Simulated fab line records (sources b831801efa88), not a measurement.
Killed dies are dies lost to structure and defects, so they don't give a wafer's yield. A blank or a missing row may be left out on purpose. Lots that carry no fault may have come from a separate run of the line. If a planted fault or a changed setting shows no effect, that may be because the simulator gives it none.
fab line records + flow sky130
[record]
- lots = 4
- wafers = 12
- lastDay = 49
route steps=708 shown GATE_OXIDE@191 POLY_GATE@204 RES_PROTECT@206 PAD_OPEN@708
lots untouched by any fault: they come from a run of this same line in which no faults occurred
startH: hours from the record's first day to the start of the lot's first wafer shown + waitH: hours since the lot's step before + " identical to the entry in the row above + L1.1+2: several wafers, shown together as one row + - no value, or no start was given + * or withheld: withheld + < > ~ a bound
route shown NAME@n: NAME is a module with steps in the file, n the number in the route of the first one + usual: the fault-free wafers' mean and standard deviation + same: alike in all rows + chamber/n: place in a boat + sites: each site's reading + _std_site: their standard deviation + _edge_site: the outer-site mean with the inner-site mean subtracted + radiusMm: how far each site lies from the wafer's centre + mask NAME#n: copy n + behind: the most recent tool/chamber to have shaped the wafer + hold: why the lot was held/for how many hours/how that ended + device: which transistor (n, p or np) failed to switch + end of line: the same wafers' tests at the end of the route + step lacking rows: just its recipe + killed: not the wafer's yield, but the dies lost to structure and defects at the first sort + map: a wafer's dies, x killed, . not, _ none there
set.NAME: the setting that was run; set.NAME@STEP: the one run at that earlier step + model.NAME: the simulator's own value behind a step, which no gauge read
certain route steps with their lots: each step a table, each wafer a row
services: from which hour (startH, from the record's first day; less than 0 if before it) a tool's chamber was out of use, for how many hours, and why
[[steps]]
[step SKY_GATE_OXIDE_HMDS_04]
[recipe]
- primeTimeS = 60
- primeTempC = 120
[step SKY_GATE_OXIDE_COAT_05]
[recipe]
- resist = NOVOLAK
- spinRpm = 3000
- resistThkNm = 1140
[step SKY_GATE_OXIDE_SOFTBAKE_06]
[recipe]
- tempC = 90
- timeS = 60
- resist = NOVOLAK
[step SKY_GATE_OXIDE_EXPOSE_07]
[recipe]
- maskId = LVOM
- na = 0.6
- sourceShape = conventional
- sigmaOuter = 0.6
- polarization = unpolarized
- targetCdNm = 600
- doseMj = 170
[step SKY_GATE_OXIDE_PEB_08]
[recipe]
- tempC = withheld
- timeS = *
- resist = NOVOLAK
[step SKY_GATE_OXIDE_DEVELOP_09]
[recipe]
- resist = NOVOLAK
- developer = TMAH
- developTimeS = 60
- devTempC = 23
[step SKY_GATE_OXIDE_IMPLANT_11]
[recipe]
- species = B
- energyKev = 10
- doseCm2 = 2.6e+12
- tiltDeg = withheld
[step SKY_GATE_OXIDE_WET_ETCH_12]
[recipe]
- chemistry = dHF
- targetDepthNm = 16.8
- dry = n2Spin
- target = SiO2
- dilution = 100:1
- tempC = 25
- timeS = 336
[step SKY_GATE_OXIDE_STRIP_13]
[recipe]
- chemistry = O2/N2
- powerW = 1400
- pressureMtorr = 1500
- platenTempC = withheld
- o2FlowSccm = 3000
- n2FlowSccm = 300
- overashFraction = 0.5
[step SKY_GATE_OXIDE_CLEAN_15]
[recipe]
- chemistry = SC1/SC2
- mix = 1:4:20
- tempC = 70
- timeS = 150
- dry = n2Spin
[step SKY_GATE_OXIDE_OXIDATION_16]
[recipe]
- tempC = 800
- ambient = O2
- idleTempC = 700
- rampUpCPerMin = 10
- rampDownCPerMin = 3
- stabiliseS = 600
- purgeS = 300
- targetThkA = 35.7
- oxTimeS = 1915
[usual]
- oxTempC = 800.0/0.41
- rampUpCPerMin = 9.9998/0.0017
- zonePowerCentrePct = 14.2/1.4
| lot.wafer | tool       | chamber | startH | waitH | oxTempC | rampUpCPerMin | zonePowerCentrePct | model.SiO2_of_GATE_OXIDE_OXIDATION_01.thkNm |
|-----------|------------|---------|--------|-------|---------|---------------|--------------------|---------------------------------------------|
| L691.1    | furnace-02 | 0       | 345.17 | 1.2   | 800.1   | 9.9993        | 15.8               | 11.3                                        |
| L691.2    | "          | 0       | "      | "     | 800.3   | 10.001        | 15.6               | 11.47                                       |
| L691.4    | "          | 0       | "      | "     | 800.4   | 9.9982        | 15.7               | 11.36                                       |
| L696.3    | furnace-01 | 0       | 384.95 | 1.7   | 799.6   | 10.002        | 13.0               | 11.62                                       |
| L696.5    | "          | 0       | "      | "     | 800.3   | 9.9995        | 12.9               | 11.63                                       |
| L696.6    | "          | 0       | "      | "     | 799.7   | 9.9999        | 13.0               | 11.56                                       |
| L705.3    | furnace-02 | 0       | 468.41 | 1.0   | 799.5   | 10.000        | 15.9               | 12.56                                       |
| L705.4    | "          | 0       | "      | "     | 799.8   | 10.000        | 16.0               | 12.57                                       |
| L705.5    | "          | 0       | "      | "     | 801.0   | 9.9949        | 15.8               | 12.54                                       |
| L706.1    | furnace-02 | 0       | 474.09 | 0.1   | 800.0   | 9.9972        | 15.8               | 12.48                                       |
| L706.2    | "          | 0       | "      | "     | 799.5   | 9.9997        | 15.9               | 12.44                                       |
| L706.6    | "          | 0       | "      | "     | 799.8   | 10.000        | 15.5               | 12.43                                       |
[step SKY_POLY_GATE_CVD_00]
[recipe]
- material = poly-Si
- targetThkNm = 180
- tempC = 620
- timeS = 720
- pressureMtorr = 200
[step SKY_RES_PROTECT_DEHYDRATE_00]
[recipe]
- tempC = 200
- timeS = 60
[step SKY_RES_PROTECT_HMDS_01]
[recipe]
- primeTimeS = 60
- primeTempC = 120
[step SKY_RES_PROTECT_COAT_02]
[recipe]
- resist = NOVOLAK
- spinRpm = 3000
- resistThkNm = 1140
[step SKY_RES_PROTECT_SOFTBAKE_03]
[recipe]
- tempC = 90
- timeS = 60
- resist = NOVOLAK
[step SKY_RES_PROTECT_EXPOSE_04]
[recipe]
- maskId = RPM
- na = 0.6
- sourceShape = conventional
- sigmaOuter = 0.6
- polarization = unpolarized
- targetCdNm = 1270
- doseMj = 131
[step SKY_RES_PROTECT_PEB_05]
[recipe]
- tempC = withheld
- timeS = *
- resist = NOVOLAK
[step SKY_RES_PROTECT_DEVELOP_06]
[recipe]
- resist = NOVOLAK
- developer = TMAH
- developTimeS = 60
- devTempC = 23
[step SKY_POLY_GATE_IMPLANT_02]
[recipe]
- species = P
- energyKev = 30
- doseCm2 = 7.7e+15
- tiltDeg = 0
[step SKY_RES_PROTECT_STRIP_07]
[recipe]
- chemistry = O2/N2
- powerW = 1400
- pressureMtorr = 1500
- platenTempC = withheld
- o2FlowSccm = 3000
- n2FlowSccm = 300
- overashFraction = 0.5
[step SKY_RES_PROTECT_CLEAN_09]
[recipe]
- chemistry = SC1/SC2
- mix = 1:4:20
- tempC = 70
- timeS = 150
- dry = n2Spin
[step SKY_POLY_GATE_CVD_03]
[recipe]
- material = Si3N4
- precursor = DCS/NH3
- targetThkNm = 75
- tempC = 770
- timeS = 1290
- pressureMtorr = 250
[step SKY_POLY_GATE_DEHYDRATE_05]
[recipe]
- tempC = 200
- timeS = 60
[step SKY_POLY_GATE_HMDS_06]
[recipe]
- primeTimeS = 60
- primeTempC = 120
[step SKY_POLY_GATE_COAT_07]
[recipe]
- resist = BARC
- tempC = withheld
- timeS = withheld
- spinRpm = 3000
- resistThkNm = 110
[step SKY_POLY_GATE_COAT_08]
[recipe]
- resist = KrF-thick
- spinRpm = 3000
- resistThkNm = 450
[step SKY_POLY_GATE_SOFTBAKE_09]
[recipe]
- tempC = 100
- timeS = 90
- resist = KrF-thick
[step SKY_POLY_GATE_EXPOSE_10]
[recipe]
- maskId = P1M
- na = 0.68
- sourceShape = conventional
- sigmaOuter = 0.6
- targetCdNm = 150
- doseMj = 28
[step SKY_POLY_GATE_PEB_11]
[recipe]
- pebTempC = withheld
- pebTimeS = withheld
- resist = KrF-thick
[step SKY_POLY_GATE_DEVELOP_12]
[recipe]
- developTimeS = 60
- resist = KrF-thick
- devTempC = 21
[step SKY_POLY_GATE_ETCH_15]
[recipe]
- chemistry = N2/H2
- target = BARC
- ionEnergyEv = 200
- sourceW = 500
- biasW = 100
- pressureMtorr = 30
- n2FlowSccm = 100
- h2FlowSccm = 200
- stopOn = SiO2
- timeS = 118.5
- targetDepthA = 1100
[step SKY_POLY_GATE_ETCH_16]
[recipe]
- stopOn = poly-Si
- chemistry = CH3F/O2
- target = Si3N4
- sourceW = 400
- biasW = 80
- pressureMtorr = 25
- ch3fFlowSccm = 40
- O2_flow_sccm = 30
- timeS = 147.5
- targetDepthA = 750
[step SKY_POLY_GATE_ETCH_17]
[recipe]
- targetDepthNm = 180
- stopOn = SiO2
- overEtchFrac = 0.56667
- chemistry = HBr/Cl2
- target = poly-Si
- icpW = 400
- biasW = 100
- pressureMtorr = 10
- HBr_flow_sccm = 150
- Cl2_flow_sccm = 50
- timeS = 70.5
[step SKY_POLY_GATE_STRIP_18]
[recipe]
- chemistry = O2/N2
- powerW = 1400
- pressureMtorr = 1500
- platenTempC = withheld
- o2FlowSccm = 3000
- n2FlowSccm = 300
- overashFraction = 0.5
[step SKY_PAD_OPEN_PROBE_99]
[usual]
- killed_at_M0_to_M3 = 41/6.2
- killed_at_M4_up = 3.0/1.7
- killedAtContacts = 25/5.8
- killedAtFrontEnd = 16/4.5
- killedAtOther = 0.2/0.42
- killedDies = 85/8.4
- killedOpen = 46/5.9
- killedShort = 39/6.3
[same]
- grossDies = 492
- killedAtBackSide = 0
| lot.wafer | tool      | chamber | startH  | waitH | hold                  | killed_at_M0_to_M3 | killed_at_M4_up | killedAtContacts | killedAtFrontEnd | killedAtOther | killedDies | killedOpen | killedShort | model.etest.nfet_16v.rOnOhmUm | model.etest.pfet_01v8.rOnOhmUm | model.etest.tipSonos.rsOhmSq | model.etest.pfetG5v0d10v5.rOnOhmUm | model.etest.nfet_01v8.rOnOhmUm | model.etest.nfet_01v8_lvt.driveUaUm | model.etest.nfet_01v8_swapped.driveUaUm | model.etest.nfet_01v8_turned.driveUaUm |
|-----------|-----------|---------|---------|-------|-----------------------|--------------------|-----------------|------------------|------------------|---------------|------------|------------|-------------|-------------------------------|--------------------------------|------------------------------|------------------------------------|--------------------------------|-------------------------------------|-----------------------------------------|----------------------------------------|
| L691.1    | prober-02 | -       | 1104.27 | 0.1   | -                     | 44                 | 8               | 27               | 13               | 0             | 92         | 47         | 45          | 1.407e+04                     | 3003                           | 2599                         | 4666                               | 834                            | 572.9                               | 501.9                                   | 503.1                                  |
| L691.2    | prober-02 | -       | 1104.32 | 0.1   | -                     | 45                 | 3               | 25               | 11               | 0             | 84         | 53         | 31          | 1.414e+04                     | 2857                           | 2636                         | 4587                               | 797.4                          | 596.7                               | 523.3                                   | 523.4                                  |
| L691.4    | prober-02 | -       | 1104.42 | 0.2   | -                     | 37                 | 4               | 30               | 5                | 0             | 76         | 40         | 36          | 1.404e+04                     | 2932                           | 2582                         | 4668                               | 822.1                          | 584.2                               | 511.9                                   | 512.9                                  |
| L696.3    | prober-01 | -       | 1131.75 | 0.2   | -                     | 42                 | 3               | 22               | 19               | 1             | 87         | 41         | 46          | 1.389e+04                     | 2788                           | 2709                         | 4664                               | 824.3                          | 575.8                               | 509.9                                   | 508.2                                  |
| L696.5    | prober-01 | -       | 1131.85 | 0.2   | -                     | 44                 | 4               | 13               | 10               | 0             | 71         | 38         | 32          | 1.396e+04                     | 2830                           | 2700                         | 4690                               | 836.2                          | 571                                 | 506.1                                   | 502.4                                  |
| L696.6    | prober-01 | -       | 1131.90 | 0.2   | -                     | 45                 | 2               | 39               | 11               | 0             | 97         | 51         | 45          | 1.37e+04                      | 2776                           | 2702                         | 4673                               | 827.1                          | 576                                 | 510.8                                   | 512.1                                  |
| L705.3    | prober-02 | -       | 1181.71 | 0.2   | awaitDispo/4.1h/scrap | 34                 | 3               | 21               | 16               | 1             | 75         | 44         | 31          | 1.446e+04                     | 3201                           | 2967                         | 4914                               | 975.6                          | 465.5                               | 399.6                                   | 397.5                                  |
| L705.4    | prober-02 | -       | 1181.76 | 0.2   | awaitDispo/4.1h/scrap | 30                 | 2               | 22               | 15               | 0             | 69         | 39         | 30          | 1.453e+04                     | 3298                           | 2914                         | 4966                               | 957.1                          | 479.9                               | 411.5                                   | 409.6                                  |
| L705.5    | prober-02 | -       | 1181.81 | 0.2   | awaitDispo/4.1h/scrap | 34                 | 2               | 22               | 14               | 0             | 72         | 46         | 26          | 1.447e+04                     | 3164                           | 2968                         | 4900                               | 957.9                          | 473.9                               | 406.6                                   | 409.1                                  |
| L706.1    | prober-02 | -       | 1187.32 | 0.1   | awaitDispo/6.2h/scrap | 44                 | 4               | 34               | 14               | 0             | 96         | 51         | 45          | 1.445e+04                     | 3154                           | 2863                         | 4876                               | 979                            | 468.8                               | 400.4                                   | 402                                    |
| L706.2    | prober-02 | -       | 1187.37 | 0.1   | awaitDispo/6.2h/scrap | 40                 | 3               | 26               | 18               | 0             | 87         | 52         | 35          | 1.456e+04                     | 3236                           | 2828                         | 5002                               | 976.2                          | 473.4                               | 406.6                                   | 403.6                                  |
| L706.6    | prober-02 | -       | 1187.57 | 0.2   | awaitDispo/6.2h/scrap | 46                 | 1               | 26               | 14               | 0             | 87         | 46         | 41          | 1.468e+04                     | 3260                           | 2833                         | 5089                               | 998.9                          | 456.8                               | 393.6                                   | 391.8                                  |
// killed by level:class
L691.1 CONTACT:geometricParticle:open=11 VIA1:geometricParticle:short=11 VIA1:geometricParticle:open=11 CONTACT:geometricParticle:short=8 VIA2:geometricParticle:open=7 METAL4:geometricParticle:short=6 FIELD_ISO:geometricParticle:open=3 FIELD_ISO:geometricParticle:short=3
L691.2 VIA1:geometricParticle:open=15 CONTACT:geometricParticle:open=10 VIA2:geometricParticle:open=8 LI_CONTACT:geometricParticle:open=7 METAL2:geometricParticle:short=5 CONTACT:geometricParticle:short=4 VIA1:geometricParticle:short=4 VIA3:geometricParticle:open=4
L691.4 LI_CONTACT:geometricParticle:open=10 VIA1:geometricParticle:open=10 CONTACT:geometricParticle:short=9 METAL1:geometricParticle:short=7 VIA2:geometricParticle:open=6 CONTACT:geometricParticle:open=5 VIA1:geometricParticle:short=5 LI_CONTACT:geometricParticle:short=4
L696.3 VIA1:geometricParticle:open=12 CONTACT:geometricParticle:open=7 VIA2:geometricParticle:open=6 FIELD_ISO:geometricParticle:open=5 POLY_GATE:geometricParticle:short=5 LOCAL_INTERCONNECT:geometricParticle:short=5 METAL2:geometricParticle:short=5 VIA1:geometricParticle:short=5
L696.5 VIA1:geometricParticle:open=17 METAL2:geometricParticle:short=7 CONTACT:geometricParticle:short=6 POLY_GATE:geometricParticle:open=4 CONTACT:geometricParticle:open=4 VIA1:geometricParticle:short=4 FIELD_ISO:geometricParticle:short=3 VIA2:geometricParticle:open=3
L696.6 CONTACT:geometricParticle:open=15 LI_CONTACT:geometricParticle:open=12 VIA1:geometricParticle:open=10 VIA1:geometricParticle:short=6 CONTACT:geometricParticle:short=6 METAL1:geometricParticle:short=5 VIA2:geometricParticle:short=5 POLY_GATE:geometricParticle:open=4
L705.3 CONTACT:geometricParticle:open=7 FIELD_ISO:geometricParticle:open=6 METAL1:geometricParticle:short=6 VIA1:geometricParticle:open=6 VIA3:geometricParticle:open=6 POLY_GATE:geometricParticle:open=5 LI_CONTACT:geometricParticle:open=4 LOCAL_INTERCONNECT:geometricParticle:short=4
L705.4 CONTACT:geometricParticle:open=10 VIA1:geometricParticle:open=7 FIELD_ISO:geometricParticle:open=5 LI_CONTACT:geometricParticle:open=4 VIA1:geometricParticle:short=4 VIA2:geometricParticle:open=4 METAL3:geometricParticle:short=4 VIA3:geometricParticle:open=4
L705.5 CONTACT:geometricParticle:open=11 VIA1:geometricParticle:open=11 VIA2:geometricParticle:open=7 FIELD_ISO:geometricParticle:short=4 LI_CONTACT:geometricParticle:open=4 POLY_GATE:geometricParticle:short=3 LOCAL_INTERCONNECT:geometricParticle:short=3 METAL2:geometricParticle:open=3
L706.1 CONTACT:geometricParticle:open=17 VIA1:geometricParticle:open=15 CONTACT:geometricParticle:short=10 METAL1:geometricParticle:short=6 LI_CONTACT:geometricParticle:open=5 FIELD_ISO:geometricParticle:short=4 METAL2:geometricParticle:short=4 VIA2:geometricParticle:short=3
L706.2 CONTACT:geometricParticle:open=16 VIA1:geometricParticle:open=12 POLY_GATE:geometricParticle:short=8 VIA3:geometricParticle:open=5 FIELD_ISO:geometricParticle:short=4 LI_CONTACT:geometricParticle:open=4 VIA2:geometricParticle:short=4 VIA2:geometricParticle:open=4
L706.6 CONTACT:geometricParticle:open=11 VIA1:geometricParticle:open=11 VIA3:geometricParticle:open=8 CONTACT:geometricParticle:short=7 VIA1:geometricParticle:short=7 FIELD_ISO:geometricParticle:open=5 LI_CONTACT:geometricParticle:open=5 VIA3:geometricParticle:short=5
// map L705.3 (x killed, . not)
__________.........._________
________........xx...._______
______.....x.x...xx....._____
_____..x.x.xx............____
____.......x..xx.x..x.x.x.___
___........x...............__
__...x.xx......x.x..x......._
_..x..x........x..xx.........
_x.x....x..x.............x...
_x............x.x.........x..
_x...x...........x..........x
_..x....x....x....x......x...
_x......x.......xx.x......x..
_x................x..........
_..x...............x.........
__.....x....x.............x._
___..........x..x..........__
____.....x................___
_____..............xx..x.____
______...x............x._____
________..xx..xx......_______
__________.x.x.....x_________
// map L706.1 (x killed, . not)
__________x....x...x_________
________x......xx....._______
______.........x........_____
_____x.xxx.xx......xx...x____
____......x...x...........___
___..................x.....__
__.......x.x.....x....xx...._
_.........x.x....x..x.....x..
_..........x...xx.x..xx......
_x..........x...x.......x.x..
_.......xx...x.x..xx.x....xx.
_.......xx...x...xxx...x.....
_...x.x...xx...x..x.....x..x.
_....xx.....x.x..x......x....
_....x...........x..xx.......
__.x.x..xx.x...xx....x......_
___.....x.........x.......x__
____.x..........x..x..x...___
_____...........x...x....____
______........x..x......_____
________....x.....x..._______
__________.......x.._________
[[services]]
| tool       | chamber | startH | hours | kind |
|------------|---------|--------|-------|------|
| furnace-01 | -       | 329.06 | 11.4  | pm   |
| furnace-02 | -       | 400.63 | 3.4   | pm   |
| furnace-01 | -       | 415.41 | 2.9   | pm   |
[[key]]
[firstSign]
- step = SKY_PAD_OPEN_PROBE_99
- reading = hold
- direction = added
effect none on later readings
[modelEffect]
- step = SKY_GATE_OXIDE_OXIDATION_16
- value = SiO2_of_GATE_OXIDE_OXIDATION_01.thkNm
- without = 11.78
- struck = 12.5
[modelEffect]
- step = SKY_PAD_OPEN_PROBE_99
- value = etest.nfet_16v.rOnOhmUm
- without = 1.415e+04
- struck = 1.452e+04
metAt SKY_GATE_OXIDE_OXIDATION_16
struckWafers L705.3,L705.4,L705.5,L706.1,L706.2,L706.6
testerLeftOut L705,L706
onsetBetween 345.17 468.41
alsoFits time
[fault]
- kind = processParameterDrift
- tool = furnace-02
- chamber = -
- onsetH = 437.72
- steps = SKY_GATE_OXIDE_OXIDATION_16
- channel = oxTimeS
- offset = *
- shape = step
- endH = 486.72
- actsIn = *
- stated = *
// testerLeftOut: of these lots the tester's yield and bins aren't shown, on N5 and GAA mostly nor the transistor test; their killed dies are dies lost to structure and defects alone, not to doping, threshold or leakage, so they don't give the yield
